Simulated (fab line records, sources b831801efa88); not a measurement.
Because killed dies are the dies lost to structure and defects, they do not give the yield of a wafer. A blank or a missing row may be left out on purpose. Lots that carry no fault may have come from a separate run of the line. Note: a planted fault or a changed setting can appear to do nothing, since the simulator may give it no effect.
Which tool was responsible?	flow gf180mcu	Sampling: 7 lots, 21 wafers, 2 of 602 route steps

WHAT THE GAUGES SHOWED, per wafer
GF_HV_LDD_TW_MEAS_38.
lot	measured	on	HV_LDD_3_TW
L490	day 11 23:57	film metro-01	1437 1435 1441
L492	day 12 15:23	film metro-04	1433 1431 1426
L495	day 13 09:25	film metro-01	1435 1429 1434
L498	day 14 10:19	film metro-04	1423 1428 1429
L500	day 15 00:26	film metro-03	1446 1441 1439
L503	day 16 03:53	film metro-04	1458 1455 1460
L512	day 19 07:58	film metro-04	1429 1430 1430

EACH LOT AND THE TOOL THAT RAN IT (in order: tool; ch and the chambers of the sampled wafers; start)
lot	GF_HV_LDD_IMPLANT_36
L490	implanter-04 ch 0, day 11 23:44
L492	implanter-01 ch 0, day 12 15:08
L495	implanter-01 ch 0, day 13 09:10
L498	implanter-01 ch 0, day 14 10:04
L500	implanter-04 ch 0, day 15 00:11
L503	implanter-04 ch 0, day 16 03:38
L512	implanter-04 ch 0, day 19 07:43
- GF_HV_LDD_IMPLANT_36

THE ANSWER, worked out from the rows above alone
Rule: what is usual is taken from the lots themselves. Put in order of their means at a reading, lots are off if they are a third of the lots or fewer, leave a main group of 4 or more, and stand apart from it by a gap of 3 or more times the standard deviation of the main group's means; of several such gaps the widest counts. If all means in a main group match to the digits the tables above print for the reading, that group is not used. Also off: a lot with no number at a reading for which 4 or more lots have one. The other lots that the step has rows for count as sound.
Off: L503, at GF_HV_LDD_TW_MEAS_38 (HV_LDD_3_TW). Mean 1433 and standard deviation 5.2 in the main group.
A tool fits if, at a process step before that reading, it ran every lot that is off, and no sound lot after the first of them. The gauges at GF_HV_LDD_TW_MEAS_38 are tried like those tools. Not one of the candidates tried fits.

WHAT THE SIMULATOR PUT IN
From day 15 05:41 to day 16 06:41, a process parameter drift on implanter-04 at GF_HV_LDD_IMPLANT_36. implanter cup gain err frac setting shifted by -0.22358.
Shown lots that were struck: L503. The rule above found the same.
